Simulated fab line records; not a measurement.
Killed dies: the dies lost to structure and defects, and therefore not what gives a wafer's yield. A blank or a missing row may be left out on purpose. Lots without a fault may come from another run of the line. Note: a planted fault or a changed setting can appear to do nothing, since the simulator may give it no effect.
Which of the tools did it?	flow gf180mcu	24 lots with 72 wafers sampled at 6 steps, on a route of 602 steps

WHAT THE GAUGES SHOWED, per wafer
GF_TOP_METAL_RS_MEAS_05: the measuring method here is four-point-probe. Usual: TOP_METAL_ALCU_RS gives 0.0328 ohm/sq (standard deviation 0.00034).
lot	measured	on	TOP_METAL_ALCU_RS (ohm/sq)	flag
L074	day 27 05:08	film metro-01	0.0328 0.0324 0.0325	
L075	day 27 13:21	film metro-03	0.0329 0.0334 0.0329	
L076	day 27 23:58	film metro-03	0.0325 0.0328 0.0326	
L077	day 28 00:49	film metro-04	0.0327 0.0331 0.0331	
L078	day 28 16:36	film metro-04	0.0326 0.0327 0.0330	
L079	day 28 21:17	film metro-04	0.0329 0.0329 0.0329	
L080	day 29 04:42	film metro-03	0.0327 0.0326 0.0326	
L081	day 29 08:16	film metro-04	0.0329 0.0333 0.0329	
L082	day 29 18:30	film metro-04	0.0327 0.0327 0.0328	
L083	day 30 01:28	film metro-04	0.0330 0.0328 0.0328	
L084	day 30 10:05	film metro-04	0.0330 0.0328 0.0330	
L085	day 30 17:56	film metro-04	0.0330 0.0324 0.0323	
L086	day 31 00:41	film metro-03	0.0332 0.0334 0.0331	
L087	day 31 06:24	film metro-01	0.0335 0.0337 0.0334	
L088	day 31 11:33	film metro-04	0.0324 0.0321 0.0327	
L089	day 31 19:52	film metro-03	0.0325 0.0329 0.0328	
L090	day 32 01:50	film metro-01	0.0324 0.0327 0.0319	
L091	day 32 05:10	film metro-04	0.0328 0.0330 0.0332	
L092	day 32 11:25	film metro-04	0.0325 0.0326 0.0325	
L093	day 32 14:32	film metro-01	0.0336 0.0334 0.0333	
L094	day 32 22:26	film metro-04	0.0328 0.0328 0.0330	
L095	day 33 01:00	film metro-04	0.0328 0.0332 0.0330	
L096	day 33 08:12	film metro-04	0.0332 0.0330 0.0331	
L097	day 33 12:50	film metro-03	0.0324 0.0324 0.0329	

WHAT TOOL EACH LOT RAN ON (gives the tool, then ch and the chambers of the sampled wafers, and finally the start)
lot	GF_M4_STRIP_17	GF_MIM_SPUTTER_03	GF_M5_STRIP_11	GF_V5_SOFTBAKE_10	GF_TOP_METAL_SPUTTER_01
L074	plasma asher-01 ch 0,1, day 23 09:24	pvd sputter-03, day 24 10:40	plasma asher-01 ch 0,1, day 26 05:47	litho track-04 ch 0, day 27 05:01 or earlier	pvd sputter-03, day 27 05:01
L075	plasma asher-04 ch 0,1, day 23 18:21	pvd sputter-02, day 24 18:29	plasma asher-02 ch 0,1, day 26 14:10	litho track-02 ch 0, day 27 13:13 or earlier	pvd sputter-04, day 27 13:13
L076	plasma asher-03 ch 0,1, day 24 04:55	pvd sputter-01, day 25 05:41	plasma asher-03 ch 0,1, day 26 23:55	litho track-02 ch 0, day 27 23:48 or earlier	pvd sputter-02, day 27 23:48
L077	plasma asher-01 ch 0,1, day 24 07:45	pvd sputter-02, day 25 08:10	plasma asher-02 ch 0,1, day 27 02:04	litho track-04 ch 0, day 28 00:42 or earlier	pvd sputter-04, day 28 00:42
L078	plasma asher-04 ch 0,1, day 25 00:19	pvd sputter-03, day 26 00:22	plasma asher-02 ch 0,1, day 27 18:31	litho track-01 ch 0, day 28 16:28 or earlier	pvd sputter-04, day 28 16:28
L079	plasma asher-03 ch 0,1, day 25 06:27	pvd sputter-02, day 26 05:48	plasma asher-01 ch 0,1, day 27 22:52	litho track-04 ch 0, day 28 21:07 or earlier	pvd sputter-04, day 28 21:07
L080	plasma asher-01 ch 1, day 25 14:55	pvd sputter-02, day 26 14:31	plasma asher-03 ch 1, day 28 07:02	litho track-04 ch 0, day 29 04:34 or earlier	pvd sputter-02, day 29 04:34
L081	plasma asher-04 ch 0,1, day 25 18:52	pvd sputter-01, day 26 18:25	plasma asher-03 ch 0,1, day 28 10:22	litho track-02 ch 0, day 29 08:09 or earlier	pvd sputter-04, day 29 08:09
L082	plasma asher-03 ch 0,1, day 26 04:46	pvd sputter-01, day 27 04:10	plasma asher-03 ch 0,1, day 28 20:15	litho track-04 ch 0, day 29 18:22 or earlier	pvd sputter-03, day 29 18:22
L083	plasma asher-04 ch 0,1, day 26 13:50	pvd sputter-03, day 27 12:58	plasma asher-03 ch 0,1, day 29 03:56	litho track-02 ch 0, day 30 01:19 or earlier	pvd sputter-02, day 30 01:19
L084	plasma asher-01 ch 0,1, day 26 22:18	pvd sputter-02, day 27 21:12	plasma asher-03 ch 0,1, day 29 12:31	litho track-02 ch 0, day 30 09:57 or earlier	pvd sputter-02, day 30 09:57
L085	plasma asher-03 ch 0,1, day 27 07:13	pvd sputter-03, day 28 05:25	plasma asher-01 ch 1, day 29 20:18	litho track-04 ch 0, day 30 17:48 or earlier	pvd sputter-04, day 30 17:48
L086	plasma asher-04 ch 0,1, day 27 15:55	pvd sputter-02, day 28 13:40	plasma asher-03 ch 0,1, day 30 03:46	litho track-01 ch 0, day 31 00:34 or earlier	pvd sputter-04, day 31 00:34
L087	plasma asher-04 ch 0,1, day 27 21:04	pvd sputter-03, day 28 19:08	plasma asher-03 ch 0,1, day 30 09:56	litho track-02 ch 0, day 31 06:17 or earlier	pvd sputter-04, day 31 06:17
L088	plasma asher-04 ch 0,1, day 28 01:40	pvd sputter-01, day 29 00:24	plasma asher-01 ch 0,1, day 30 15:19	litho track-01 ch 0, day 31 11:26 or earlier	pvd sputter-02, day 31 11:26
L089	plasma asher-03 ch 0,1, day 28 11:39	pvd sputter-02, day 29 09:54	plasma asher-03 ch 0,1, day 30 23:58	litho track-04 ch 0, day 31 19:45 or earlier	pvd sputter-02, day 31 19:45
L090	plasma asher-03 ch 0,1, day 28 17:43	pvd sputter-02, day 29 16:01	plasma asher-03 ch 0, day 31 05:34	litho track-02 ch 0, day 32 01:42 or earlier	pvd sputter-02, day 32 01:42
L091	plasma asher-04 ch 0,1, day 28 21:12	pvd sputter-02, day 29 18:56	plasma asher-01 ch 0,1, day 31 08:19	litho track-02 ch 0, day 32 05:01 or earlier	pvd sputter-03, day 32 05:01
L092	plasma asher-03 ch 0,1, day 29 03:04	pvd sputter-01, day 30 01:55	plasma asher-02 ch 0,1, day 31 15:35	litho track-01 ch 0, day 32 11:18 or earlier	pvd sputter-03, day 32 11:18
L093	plasma asher-04 ch 0,1, day 29 10:09	pvd sputter-02, day 30 06:58	plasma asher-01 ch 0,1, day 31 18:56	litho track-02 ch 0, day 32 14:25 or earlier	pvd sputter-04, day 32 14:25
L094	plasma asher-03 ch 0,1, day 29 17:51	pvd sputter-01, day 30 15:04	plasma asher-03 ch 0,1, day 32 02:14	litho track-04 ch 0, day 32 22:17 or earlier	pvd sputter-02, day 32 22:17
L095	plasma asher-03 ch 0,1, day 29 22:27	pvd sputter-02, day 30 19:26	plasma asher-02 ch 0,1, day 32 06:19	litho track-02 ch 0, day 33 00:52 or earlier	pvd sputter-04, day 33 00:52
L096	plasma asher-04 ch 0,1, day 30 06:33	pvd sputter-03, day 31 02:55	plasma asher-02 ch 0,1, day 32 13:58	litho track-01 ch 0, day 33 08:04 or earlier	pvd sputter-04, day 33 08:04
L097	plasma asher-04 ch 0,1, day 30 09:47	pvd sputter-03, day 31 07:13	plasma asher-01 ch 0,1, day 32 18:01	litho track-01 ch 0, day 33 12:40 or earlier	pvd sputter-02, day 33 12:40
- GF_M4_STRIP_17: strips in O2/N2.
- GF_MIM_SPUTTER_03: material Ti, target thk 10 nm, time 6.7 s.
- GF_M5_STRIP_11: strips in O2/N2.
- GF_V5_SOFTBAKE_10: time 61.24 s.
- GF_TOP_METAL_SPUTTER_01: material TiN, target thk 30 nm, time 25 s.

AS READ BY THE TOOLS THEMSELVES (means over the sampled wafers that have a number; for cases with no such wafer, the mark the record gives instead)
GF_M4_STRIP_17. Usual: drypump motor current A 5.67 A, standard deviation 0.25; heater power w 368 W, standard deviation 24; oes product au 0.537 a.u., standard deviation 0.0047; strip time to endpoint s 7.38 s, standard deviation 0.048.
lot	tool	drypump motor current A (A)	heater power w (W)	oes product au (a.u.)	strip time to endpoint s (s)	flag
L074	plasma asher-01	5.51	333	0.541	7.43	
L075	plasma asher-04	5.63	373	0.533	7.37	
L076	plasma asher-03	5.74	358	0.538	7.35	
L077	plasma asher-01	5.28	343	0.538	7.40	
L078	plasma asher-04	5.64	376	0.541	7.41	
L079	plasma asher-03	5.76	366	0.537	7.37	
L080	plasma asher-01	5.74	337	0.539	7.38	
L081	plasma asher-04	5.68	389	0.539	7.36	
L082	plasma asher-03	5.89	359	0.541	7.38	
L083	plasma asher-04	5.63	378	0.540	7.35	
L084	plasma asher-01	5.30	347	0.539	7.36	
L085	plasma asher-03	5.76	363	0.534	7.32	
L086	plasma asher-04	5.62	375	0.543	7.43	
L087	plasma asher-04	5.62	374	0.536	7.37	
L088	plasma asher-04	5.62	375	0.536	7.39	
L089	plasma asher-03	5.92	359	0.535	7.34	
L090	plasma asher-03	5.75	359	0.539	7.43	
L091	plasma asher-04	5.66	385	0.532	7.43	
L092	plasma asher-03	5.73	365	0.537	7.34	
L093	plasma asher-04	5.67	394	0.540	7.37	
L094	plasma asher-03	5.72	366	0.537	7.41	
L095	plasma asher-03	5.72	363	0.531	7.35	
L096	plasma asher-04	5.64	373	0.537	7.37	
L097	plasma asher-04	5.68	390	0.542	7.44	

GF_MIM_SPUTTER_03. Usual: chamber pressure pa 0.3000 Pa, standard deviation 0.00059; throttle valve pct 29.9 %, standard deviation 1.
lot	tool	chamber pressure pa (Pa)	throttle valve pct (%)	flag
L074	pvd sputter-03	0.3000	30.3	
L075	pvd sputter-02	0.3001	30.0	
L076	pvd sputter-01	0.3005	29.0	
L077	pvd sputter-02	0.3004	30.5	
L078	pvd sputter-03	0.2997	29.9	
L079	pvd sputter-02	0.3000	30.0	
L080	pvd sputter-02	0.3000	30.6	
L081	pvd sputter-01	0.2996	29.8	
L082	pvd sputter-01	0.2993	29.7	
L083	pvd sputter-03	0.3001	30.4	
L084	pvd sputter-02	0.3001	30.1	
L085	pvd sputter-03	0.3000	29.5	
L086	pvd sputter-02	0.3003	29.9	
L087	pvd sputter-03	0.3003	29.7	
L088	pvd sputter-01	0.3006	28.3	
L089	pvd sputter-02	0.2997	30.1	
L090	pvd sputter-02	0.2997	30.2	
L091	pvd sputter-02	0.3002	29.9	
L092	pvd sputter-01	0.3001	29.1	
L093	pvd sputter-02	0.3000	30.4	
L094	pvd sputter-01	0.3001	29.0	
L095	pvd sputter-02	0.3000	30.4	
L096	pvd sputter-03	0.3005	30.0	
L097	pvd sputter-03	0.3004	30.1	

GF_M5_STRIP_11. Usual: drypump motor current A 5.7 A, standard deviation 0.35; heater power w 352 W, standard deviation 14; oes product au 0.524 a.u., standard deviation 0.0048; strip time to endpoint s 7.07 s, standard deviation 0.041.
lot	tool	drypump motor current A (A)	heater power w (W)	oes product au (a.u.)	strip time to endpoint s (s)	flag
L074	plasma asher-01	5.3	349	0.528	7.11	
L075	plasma asher-02	5.6	352	0.527	7.09	
L076	plasma asher-03	5.7	359	0.528	7.08	
L077	plasma asher-02	5.9	345	0.522	7.04	
L078	plasma asher-02	5.6	352	0.522	7.02	
L079	plasma asher-01	5.5	340	0.528	7.07	
L080	plasma asher-03	6.1	361	0.529	7.12	
L081	plasma asher-03	5.9	361	0.527	7.10	
L082	plasma asher-03	5.8	361	0.523	7.03	
L083	plasma asher-03	5.9	362	0.529	7.07	
L084	plasma asher-03	5.8	364	0.527	7.04	
L085	plasma asher-01	5.7	328	0.527	7.03	
L086	plasma asher-03	5.8	360	0.517	7.05	
L087	plasma asher-03	5.8	359	0.528	7.08	
L088	plasma asher-01	5.3	345	0.522	7.11	
L089	plasma asher-03	5.8	362	0.527	7.14	
L090	plasma asher-03	5.6	369	0.526	7.12	
L091	plasma asher-01	5.5	337	0.523	7.08	
L092	plasma asher-02	5.9	346	0.526	7.04	
L093	plasma asher-01	5.3	346	0.523	7.08	
L094	plasma asher-03	5.7	345	0.523	7.07	
L095	plasma asher-02	5.9	339	0.522	7.05	
L096	plasma asher-02	5.6	356	0.524	7.01	
L097	plasma asher-01	5.3	343	0.529	7.09	

GF_V5_SOFTBAKE_10. Usual: chill plate temp C 22.98 C, standard deviation 0.11; plate sensor t centre C 131.01 C, standard deviation 0.01; plate sensor t edge C 131.21 C, standard deviation 0.0096.
lot	tool	chill plate temp C (C)	plate sensor t centre C (C)	plate sensor t edge C (C)	flag
L074	litho track-04	22.84	131.01	131.21	
L075	litho track-02	22.99	131.01	131.21	
L076	litho track-02	23.00	131.02	131.21	
L077	litho track-04	22.89	131.02	131.21	
L078	litho track-01	23.03	131.02	131.22	
L079	litho track-04	22.95	131.01	131.21	
L080	litho track-04	22.98	131.02	131.21	
L081	litho track-02	23.04	131.01	131.21	
L082	litho track-04	23.15	131.01	131.21	
L083	litho track-02	22.98	131.02	131.21	
L084	litho track-02	22.96	131.02	131.20	
L085	litho track-04	22.78	131.01	131.21	
L086	litho track-01	22.77	131.01	131.20	
L087	litho track-02	22.86	131.01	131.21	
L088	litho track-01	23.00	131.00	131.21	
L089	litho track-04	23.04	131.02	131.21	
L090	litho track-02	23.13	131.00	131.21	
L091	litho track-02	23.02	131.01	131.20	
L092	litho track-01	23.00	131.01	131.21	
L093	litho track-02	22.99	131.03	131.20	
L094	litho track-04	23.03	131.02	131.21	
L095	litho track-02	23.10	131.01	131.21	
L096	litho track-01	23.00	131.02	131.20	
L097	litho track-01	22.87	131.02	131.21	

GF_TOP_METAL_SPUTTER_01. Usual: chamber pressure pa 0.3999 Pa, standard deviation 0.00075; throttle valve pct 29.8 %, standard deviation 1.1.
lot	tool	chamber pressure pa (Pa)	throttle valve pct (%)	flag
L074	pvd sputter-03	0.4003	29.3	
L075	pvd sputter-04	0.4002	30.3	
L076	pvd sputter-02	0.3994	30.0	
L077	pvd sputter-04	0.4003	30.0	
L078	pvd sputter-04	0.3997	30.2	
L079	pvd sputter-04	0.3994	29.4	
L080	pvd sputter-02	0.3997	30.6	
L081	pvd sputter-04	0.4001	29.2	
L082	pvd sputter-03	0.4001	30.0	
L083	pvd sputter-02	0.4005	30.3	
L084	pvd sputter-02	0.3999	30.4	
L085	pvd sputter-04	0.4002	30.2	
L086	pvd sputter-04	0.3996	28.9	
L087	pvd sputter-04	0.4006	28.0	
L088	pvd sputter-02	0.4010	30.2	
L089	pvd sputter-02	0.4001	30.1	
L090	pvd sputter-02	0.3995	30.1	
L091	pvd sputter-03	0.3999	30.1	
L092	pvd sputter-03	0.4003	29.7	
L093	pvd sputter-04	0.3997	30.1	
L094	pvd sputter-02	0.3995	30.4	
L095	pvd sputter-04	0.4009	29.0	
L096	pvd sputter-04	0.4002	29.0	
L097	pvd sputter-02	0.4000	30.3	

THE ANSWER, worked out from the rows above alone
Rule: a lot counts as off when the mean over its wafers that have a number is more than 3 standard deviations away from the usual mean. A lot without any number at a reading at which 4 lots or more have one is off too. The other lots that the step has rows for count as sound. After the gauges, taken in route order, come the tools' own readings; for these a lot's mean is taken, as printed above. At the first step where some lot is off, the reading lying furthest off is the one used; lots without a number count as furthest.
Nothing can be told from this: no lot is off at any reading shown.

WHAT THE SIMULATOR HAD PUT IN
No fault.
